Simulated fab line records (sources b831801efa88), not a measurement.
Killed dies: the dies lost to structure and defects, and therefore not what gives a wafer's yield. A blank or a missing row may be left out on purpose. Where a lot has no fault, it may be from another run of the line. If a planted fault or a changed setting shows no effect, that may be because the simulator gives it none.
fab line records	flow sky130
record: lots: 7	wafers: 20	last_day: 50
route steps=708 shown POLY_GATE@219 PAD_OPEN@708
lots with no fault: from the same line, run without faults
start_h: hours from the record's first day to the start of the lot's first wafer shown	wait_h: hours from the lot's prior step to this one	" unchanged from the row above	L1.1+2: one row covering several wafers at once	- no value present, or no start provided	* or withheld: withheld	< > ~ a bound
route shown NAME@n: a module of which the file shows steps, and the number in the route of the first	usual: average and standard deviation across the fault-free wafers	same: alike in all rows	chamber/n: place in a boat	sites: readings site by site	_std_site: the values' standard deviation	_edge_site: mean of outer sites minus mean of inner sites	radius_mm: for every site, how far away it sits from the centre of the wafer	mask NAME#n: copy n	behind: tool/chamber where the wafer was last shaped	hold: why the lot went on hold/how many hours it stayed there/how the hold came to an end	device: whichever transistor did not switch (one of n, p or np)	end of line: the route-end tests of the same wafers	step lacking rows: just its recipe	killed: dies lost to structure and defects at the first sort, not the wafer's yield	map: the dies of a wafer, with x for killed, . for not killed, _ for no die there
set.NAME: the run value of the setting; set.NAME@STEP: its run value at that earlier step	model.NAME: the simulator's own value behind a step, which no gauge read
a table for each step, a row for each wafer; lots at some steps of the route
services: from which hour (start_h, from the record's first day; less than 0 if before it) a tool's chamber was out of use, for how many hours, and why
== steps ==
step: SKY_POLY_GATE_DEHYDRATE_05
recipe: temp_c: 200	time_s: 60
step: SKY_POLY_GATE_HMDS_06
recipe: prime_time_s: 60	prime_temp_c: 120
step: SKY_POLY_GATE_COAT_07
recipe: resist: BARC	temp_c: withheld	time_s: withheld	spin_rpm: 3000	resist_thk_nm: 110
step: SKY_POLY_GATE_COAT_08
recipe: resist: KrF-thick	spin_rpm: 3000	resist_thk_nm: 450
step: SKY_POLY_GATE_SOFTBAKE_09
recipe: temp_c: 100	time_s: 90	resist: KrF-thick
step: SKY_POLY_GATE_EXPOSE_10
recipe: mask_id: P1M	na: 0.68	source_shape: conventional	sigma_outer: 0.6	target_cd_nm: 150	dose_mj: 28
step: SKY_POLY_GATE_PEB_11
recipe: peb_temp_c: withheld	peb_time_s: withheld	resist: KrF-thick
step: SKY_POLY_GATE_DEVELOP_12
recipe: develop_time_s: 60	resist: KrF-thick	dev_temp_c: 21
step: SKY_POLY_GATE_CD_MEAS_13
recipe: target_cd_nm: 150
usual: cd_nm: 149.7/1.4
lot.wafer	tool	chamber	start_h	wait_h	cd_nm
L990.2	cd_sem-02	-	370.86	-	149.7
L990.4	"	-	"	"	149.1
L990.5	"	-	"	"	148.5
L994.1	cd_sem-02	-	411.20	-	150.3
L994.2	"	-	"	"	149.6
L994.4	"	-	"	"	150.4
L997.4	cd_sem-01	-	432.11	-	150.9
L997.6	"	-	"	"	151.6
L996.2	cd_sem-01	-	437.07	-	148.6
L996.3	"	-	"	"	149.5
L996.5	"	-	"	"	149.6
L108.1	cd_sem-01	-	545.29	-	150.1
L108.3	"	-	"	"	150.4
L108.4	"	-	"	"	149.9
L109.1	cd_sem-01	-	549.44	-	149.8
L109.2	"	-	"	"	149.7
L109.5	"	-	"	"	150.0
L107.1	cd_sem-02	-	551.60	-	152.8
L107.2	"	-	"	"	151.1
L107.6	"	-	"	"	153.6
step: SKY_POLY_GATE_OVL_MEAS_14
usual: POLY_GATE_OVL: 2/4.5
lot.wafer	tool	chamber	start_h	wait_h	POLY_GATE_OVL[nm]
L990.2	overlay-02	-	370.97	0.1	5
L990.4	"	-	"	"	-1
L990.5	"	-	"	"	1
L994.1	overlay-01	-	411.32	0.1	-4
L994.2	"	-	"	"	0
L994.4	"	-	"	"	-5
L997.4	overlay-01	-	432.19	0.1	2
L997.6	"	-	"	"	9
L996.2	overlay-01	-	437.18	0.1	1
L996.3	"	-	"	"	5
L996.5	"	-	"	"	4
L108.1	overlay-02	-	545.41	0.1	-1
L108.3	"	-	"	"	-3
L108.4	"	-	"	"	-1
L109.1	overlay-02	-	549.56	0.1	0
L109.2	"	-	"	"	3
L109.5	"	-	"	"	-4
L107.1	overlay-01	-	551.72	0.1	5
L107.2	"	-	"	"	6
L107.6	"	-	"	"	15
step: SKY_POLY_GATE_ETCH_15
recipe: chemistry: N2/H2	target: BARC	ion_energy_ev: 200	source_w: 500	bias_w: 100	pressure_mtorr: 30	n2_flow_sccm: 100	h2_flow_sccm: 200	stop_on: SiO2	time_s: 118.5	target_depth_a: 1100
usual: drypump_motor_current_A: 5.4/0.32	n2_flow_sccm: 100.0/0.3	oes_product_au: 0.717/0.0044	throttle_valve_pct: 13.213/0.0084
lot.wafer	tool	chamber	start_h	wait_h	drypump_motor_current_A	n2_flow_sccm	oes_product_au	rf_hours_counter_h	throttle_valve_pct
L990.2	rie_diel-03	2	371.00	0.0	5.2	99.5	0.710	64	13.206
L990.4	"	1	"	"	5.4	100.4	0.705	85	13.219
L990.5	"	1	"	"	5.3	100.0	0.719	-	13.205
L994.1	rie_diel-02	3	411.36	0.0	5.1	99.9	0.720	13	13.215
L994.2	"	1	"	"	6.0	100.0	0.715	4	13.203
L994.4	"	3	"	"	5.1	100.1	0.719	-	13.222
L997.4	rie_diel-03	0	432.21	0.0	5.2	99.5	0.719	13	13.216
L997.6	"	3	"	"	5.3	100.4	0.717	-	13.221
L996.2	rie_diel-02	1	437.21	0.0	6.0	100.3	0.715	4	13.228
L996.3	"	2	"	"	5.9	100.1	0.720	13	13.205
L996.5	"	2	"	"	5.9	99.8	0.723	-	13.221
L108.1	rie_diel-03	0	545.45	0.0	5.2	99.9	0.710	15	13.206
L108.3	"	3	"	"	5.3	99.7	0.728	15	13.216
L108.4	"	0	"	"	5.2	99.4	0.714	-	13.215
L109.1	rie_diel-04	3	549.60	0.0	5.2	100.2	0.714	5	13.224
L109.2	"	2	"	"	5.6	99.7	0.715	5	13.191
L109.5	"	2	"	"	5.6	99.8	0.711	-	13.211
L107.1	rie_diel-03	2	551.76	0.0	5.2	100.5	0.721	68	13.214
L107.2	"	1	"	"	5.4	99.4	0.719	0	13.215
L107.6	"	0	"	"	5.2	99.8	0.721	-	13.226
step: SKY_POLY_GATE_ETCH_16
recipe: stop_on: poly-Si	chemistry: CH3F/O2	target: Si3N4	source_w: 400	bias_w: 80	pressure_mtorr: 25	ch3f_flow_sccm: 40	O2_flow_sccm: 30	time_s: 147.5	target_depth_a: 750
usual: O2_flow_sccm: 29.99/0.097	drypump_motor_current_A: 5.4/0.33	oes_product_au: 0.640/0.0047	throttle_valve_pct: 10.536/0.0094
lot.wafer	tool	chamber	start_h	wait_h	O2_flow_sccm	drypump_motor_current_A	oes_product_au	rf_hours_counter_h	throttle_valve_pct
L990.2	rie_diel-03	2	371.08	0.0	30.15	5.2	0.638	64	10.556
L990.4	"	1	"	"	29.90	5.3	0.644	85	10.516
L990.5	"	1	"	"	29.80	5.3	0.645	-	10.528
L994.1	rie_diel-02	3	411.44	0.0	30.01	5.1	0.637	13	10.539
L994.2	"	1	"	"	29.98	6.0	0.643	4	10.544
L994.4	"	3	"	"	29.93	5.1	0.630	-	10.533
L997.4	rie_diel-03	0	432.29	0.0	29.96	5.2	0.641	13	10.532
L997.6	"	3	"	"	29.91	5.3	0.642	-	10.531
L996.2	rie_diel-02	1	437.29	0.0	30.01	6.0	0.647	4	10.538
L996.3	"	2	"	"	30.11	5.9	0.641	13	10.521
L996.5	"	2	"	"	30.02	5.9	0.639	-	10.524
L108.1	rie_diel-03	0	545.53	0.0	29.94	5.2	0.637	15	10.547
L108.3	"	3	"	"	30.24	5.3	0.643	15	10.528
L108.4	"	0	"	"	30.07	5.2	0.639	-	10.534
L109.1	rie_diel-04	3	549.68	0.0	29.83	5.2	0.640	5	10.538
L109.2	"	2	"	"	29.99	5.6	0.637	5	10.543
L109.5	"	2	"	"	30.01	5.6	0.644	-	10.538
L107.1	rie_diel-03	2	551.84	0.0	29.98	5.2	0.641	68	10.531
L107.2	"	1	"	"	29.98	5.3	0.644	0	10.542
L107.6	"	0	"	"	30.20	5.2	0.641	-	10.526
step: SKY_POLY_GATE_ETCH_17
recipe: target_depth_nm: 180	stop_on: SiO2	over_etch_frac: 0.56667	chemistry: HBr/Cl2	target: poly-Si	icp_w: 400	bias_w: 100	pressure_mtorr: 10	HBr_flow_sccm: 150	Cl2_flow_sccm: 50	time_s: 70.5
usual: drypump_motor_current_A: 5.4/0.52	oes_product_au: 0.983/0.0087	over_etch_frac: 0.56667/0	throttle_valve_pct: 33.685/0.008
lot.wafer	tool	chamber	start_h	wait_h	drypump_motor_current_A	oes_product_au	over_etch_frac	rf_hours_counter_h	throttle_valve_pct	model.KrF-thick_of_POLY_GATE_COAT_08.thk_nm	model.SiO2_of_SONOS_ONO_CVD_04.thk_nm
L990.2	rie_si-02	3	371.18	0.0	4.9	0.977	0.56667	13	33.682	142.8	4.275
L990.4	"	0	"	"	5.0	0.994	0.56667	0	33.680	134.6	4.24
L990.5	"	3	"	"	4.9	0.970	0.56667	-	33.682	141.2	4.249
L994.1	rie_si-01	2	411.54	0.0	6.4	0.979	0.56667	59	33.705	137.9	4.232
L994.2	"	0	"	"	4.7	0.939	0.67	51	33.683	134.3	4.106
L994.4	"	1	"	"	5.3	0.976	0.56667	23	33.673	136.3	4.261
L997.4	rie_si-01	3	432.39	0.0	5.6	0.992	0.56667	2	33.668	132.8	4.268
L997.6	"	1	"	"	5.4	0.945	0.67	-	33.686	132.3	4.053
L996.2	rie_si-01	3	437.39	0.0	5.5	0.955	0.67	2	33.684	130.7	4.063
L996.3	"	0	"	"	4.7	0.978	0.56667	51	33.680	144.2	4.316
L996.5	"	3	"	"	5.5	0.983	0.56667	-	33.692	144.9	4.38
L108.1	rie_si-01	3	545.63	0.0	5.5	0.987	0.56667	2	33.683	133.9	4.333
L108.3	"	0	"	"	4.8	0.993	0.56667	0	33.683	138.4	4.368
L108.4	"	1	"	"	5.4	0.998	0.56667	-	33.673	133.5	4.339
L109.1	rie_si-02	3	549.78	0.0	4.9	0.989	0.56667	14	33.691	140.9	4.307
L109.2	"	2	"	"	5.6	0.971	0.56667	0	33.680	141.3	4.34
L109.5	"	3	"	"	4.9	0.980	0.56667	-	33.686	141.4	4.371
L107.1	rie_si-01	3	551.94	0.0	5.6	0.987	0.56667	2	33.691	139.4	4.294
L107.2	"	0	"	"	4.8	0.997	0.56667	0	33.676	142	4.34
L107.6	"	3	"	"	5.5	0.990	0.56667	-	33.677	133.8	4.407
step: SKY_POLY_GATE_STRIP_18
recipe: chemistry: O2/N2	power_w: 1400	pressure_mtorr: 1500	platen_temp_c: withheld	o2_flow_sccm: 3000	n2_flow_sccm: 300	overash_fraction: 0.5
usual: drypump_motor_current_A: 5.57/0.19	n2_flow_sccm: 300.1/0.85	o2_flow_sccm: 3000/9.2	oes_product_au: 0.360/0.0049	strip_time_to_endpoint_s: 3.14/0.041
lot.wafer	tool	chamber	start_h	wait_h	drypump_motor_current_A	n2_flow_sccm	o2_flow_sccm	oes_product_au	rf_hours_counter_h	strip_time_to_endpoint_s
L990.2	plasma_asher-02	1	371.24	0.0	5.54	301.0	2984	0.364	24	3.19
L990.4	"	1	"	"	5.55	301.2	2990	0.358	-	3.11
L990.5	"	1	"	"	5.55	300.5	2992	0.363	-	3.19
L994.1	plasma_asher-02	0	411.59	0.0	5.46	299.3	2987	0.365	28	3.14
L994.2	"	1	"	"	5.53	300.6	2995	0.355	28	3.09
L994.4	"	0	"	"	5.46	299.2	2991	0.360	-	3.10
L997.4	plasma_asher-02	0	432.48	0.1	5.49	300.6	2980	0.351	-	3.08
L997.6	"	1	"	"	5.56	300.6	2998	0.354	-	3.09
L996.2	plasma_asher-04	1	437.44	0.0	5.38	300.3	2992	0.368	72	3.06
L996.3	"	0	"	"	5.69	299.9	3009	0.366	-	3.22
L996.5	"	1	"	"	5.40	299.2	3002	0.359	-	3.21
L108.1	plasma_asher-04	0	545.69	0.0	5.68	300.4	3006	0.362	83	3.11
L108.3	"	0	"	"	5.70	300.3	2998	0.364	-	3.16
L108.4	"	1	"	"	5.40	298.6	3005	0.365	-	3.08
L109.1	plasma_asher-02	1	549.84	0.0	5.52	300.9	3008	0.358	41	3.16
L109.2	"	0	"	"	5.46	299.7	2984	0.371	41	3.17
L109.5	"	1	"	"	5.52	299.8	3003	0.365	-	3.17
L107.1	plasma_asher-03	1	551.99	0.0	5.96	301.0	2978	0.364	76	3.17
L107.2	"	0	"	"	5.42	299.8	3003	0.373	76	3.20
L107.6	"	1	"	"	5.95	300.5	2992	0.360	-	3.11
step: SKY_PAD_OPEN_PROBE_99
usual: killed_at_M0_to_M3: 44/6.9	killed_at_M4_up: 3.2/1.8	killed_at_contacts: 23/5.2	killed_at_front_end: 15/4.5	killed_at_other: 0.3/0.56	killed_dies: 85/8.8	killed_open: 47/6.7	killed_short: 39/6.4
same: gross_dies: 492	killed_at_back_side: 0
lot.wafer	tool	chamber	start_h	wait_h	killed_at_M0_to_M3	killed_at_M4_up	killed_at_contacts	killed_at_front_end	killed_at_other	killed_dies	killed_open	killed_short
L994.2	prober-01	-	1104.38	0.1	53	2	20	15	0	90	42	48
L994.4	prober-01	-	1104.48	0.2	46	1	23	13	0	83	40	43
L996.2	prober-02	-	1119.57	0.1	44	6	15	18	0	83	36	47
L996.3	prober-02	-	1119.62	0.2	52	6	24	13	0	95	56	39
killed by level:class
L994.2 VIA1:geometric_particle:open=13 VIA1:geometric_particle:short=11 VIA2:geometric_particle:open=8 FIELD_ISO:geometric_particle:short=6 LI_CONTACT:geometric_particle:open=6 METAL2:geometric_particle:short=6 CONTACT:geometric_particle:open=5 CONTACT:geometric_particle:short=5
L994.4 CONTACT:geometric_particle:open=9 VIA1:geometric_particle:open=7 VIA2:geometric_particle:open=7 VIA2:geometric_particle:short=6 CONTACT:geometric_particle:short=5 METAL1:geometric_particle:short=5 METAL2:geometric_particle:short=5 METAL3:geometric_particle:short=5
L996.2 METAL2:geometric_particle:short=10 VIA1:geometric_particle:open=9 METAL3:geometric_particle:short=7 LOCAL_INTERCONNECT:geometric_particle:short=6 FIELD_ISO:geometric_particle:open=4 FIELD_ISO:geometric_particle:short=4 CONTACT:geometric_particle:open=4 VIA2:geometric_particle:open=4
L996.3 VIA1:geometric_particle:open=22 CONTACT:geometric_particle:open=8 LI_CONTACT:geometric_particle:open=6 METAL2:geometric_particle:short=6 VIA2:geometric_particle:open=5 VIA3:geometric_particle:open=5 METAL4:geometric_particle:short=5 FIELD_ISO:geometric_particle:open=4
== services ==
tool	chamber	start_h	hours	kind
rie_diel-02	-	347.27	0.8	repair
plasma_asher-03	-	357.60	0.5	repair
rie_diel-02	2	358.42	8.8	repair
rie_diel-04	2	362.49	10.9	repair
plasma_asher-04	-	368.22	2.8	pm
rie_diel-02	2	407.85	15.7	repair
rie_diel-04	1	409.50	3.4	repair
plasma_asher-02	-	445.45	1.6	repair
rie_si-01	2	480.44	-	clean
rie_si-01	2	480.44	33.4	scheduled_down
rie_si-01	2	480.44	33.4	vent_cycle
plasma_asher-02	-	484.70	1.3	repair
rie_diel-02	1	501.01	3.0	repair
rie_diel-02	2	501.17	1.9	repair
rie_si-02	2	509.55	5.5	repair
rie_si-01	0	514.21	-	clean
rie_si-01	0	514.21	26.1	scheduled_down
rie_si-01	0	514.21	26.1	vent_cycle
rie_si-01	2	517.49	31.3	repair
rie_diel-03	3	520.15	1.4	repair
rie_diel-03	1	521.59	-	clean
rie_diel-03	1	521.59	29.4	scheduled_down
rie_diel-03	1	521.59	29.4	vent_cycle
rie_si-02	1	539.09	10.4	repair
== key ==
first_sign: step: SKY_POLY_GATE_ETCH_17	reading: over_etch_frac	direction: up	sigmas: 99+	usual: 0.56667	struck: 0.67
effect: step: SKY_POLY_GATE_ETCH_17	reading: oes_product_au	direction: down	sigmas: 4.2	usual: 0.983	struck: 0.946
model_effect: step: SKY_POLY_GATE_ETCH_17	value: KrF-thick_of_POLY_GATE_COAT_08.thk_nm	without: 138.6	struck: 132.4
met_at SKY_POLY_GATE_ETCH_17
struck_wafers L994.2,L996.2,L997.6
tester_left_out L994,L996,L997
fault: kind: process_parameter_drift	tool: rie_si-01	chamber: -	onset_h: 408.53	steps: SKY_POLY_GATE_ETCH_17	channel: over_etch_frac	offset: 0.10333	shape: step	end_h: 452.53	scope: struck_wafers_only	stated: 0.56667
tester_left_out: of these lots the tester's yield and bins aren't shown, on N5 and GAA mostly nor the transistor test; their killed dies are dies lost to structure and defects alone, not to doping, threshold or leakage, so they don't give the yield
